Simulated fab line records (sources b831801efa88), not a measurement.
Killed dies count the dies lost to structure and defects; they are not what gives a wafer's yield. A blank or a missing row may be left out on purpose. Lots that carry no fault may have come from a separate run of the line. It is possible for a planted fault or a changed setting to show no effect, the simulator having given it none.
Which tool did it? ; flow sfq-line ; 7 lots, 20 wafers sampled, at 2 steps of a route of 325

## WHAT EACH GAUGE READ, for each wafer
SFQ_M0_RS_MEAS_904: a four-point-probe measurement.
lot;measured;on;M0_NB_RS (ohm/sq)
L163;day 5 17:15;film-metro-01;0.878 0.898 0.885
L165;day 6 04:38;film-metro-04;0.896 0.906 0.924
L167;day 6 11:14;film-metro-03;0.809 0.887 0.881
L172;day 8 02:48;film-metro-04;0.823 0.891
L178;day 9 09:49;film-metro-04;0.882 0.889 0.882
L182;day 10 10:35;film-metro-01;0.871 0.890 0.880
L184;day 10 23:39;film-metro-01;0.924 0.919 0.895

## WHICH TOOL RAN EACH LOT (tool, then ch and the chambers of the sampled wafers, then the start)
lot;SFQ_TRILAYER_M0_DEP_SPUTTER_019
L163;pvd-sputter-03, day 5 17:08
L165;pvd-sputter-05, day 6 04:32
L167;pvd-sputter-03, day 6 11:08
L172;pvd-sputter-03, day 8 02:43
L178;pvd-sputter-06, day 9 09:42
L182;pvd-sputter-06, day 10 10:28
L184;pvd-sputter-05, day 10 23:30
- SFQ_TRILAYER_M0_DEP_SPUTTER_019: material Nb, target thk 200 nm, time 133.3 s.

## THE ANSWER, worked out from the rows above alone
Rule: what is usual is taken from the lots themselves. The widest of any qualifying gaps counts: lots, ordered by their means at a reading, are off when they make up no more than a third of the lots, leave a main group of 4 or more, and stand apart from it by 3 or more times the standard deviation of that group's means. Not used: any main group whose means are identical at the precision the tables above print for the reading. Also off: a lot with no number at a reading for which 4 or more lots have one. Where the step has rows for the other lots, those lots are counted as sound.
Across all readings shown, no lot is off: no conclusion can be drawn from this.

## WHAT WAS PUT IN BY THE SIMULATOR
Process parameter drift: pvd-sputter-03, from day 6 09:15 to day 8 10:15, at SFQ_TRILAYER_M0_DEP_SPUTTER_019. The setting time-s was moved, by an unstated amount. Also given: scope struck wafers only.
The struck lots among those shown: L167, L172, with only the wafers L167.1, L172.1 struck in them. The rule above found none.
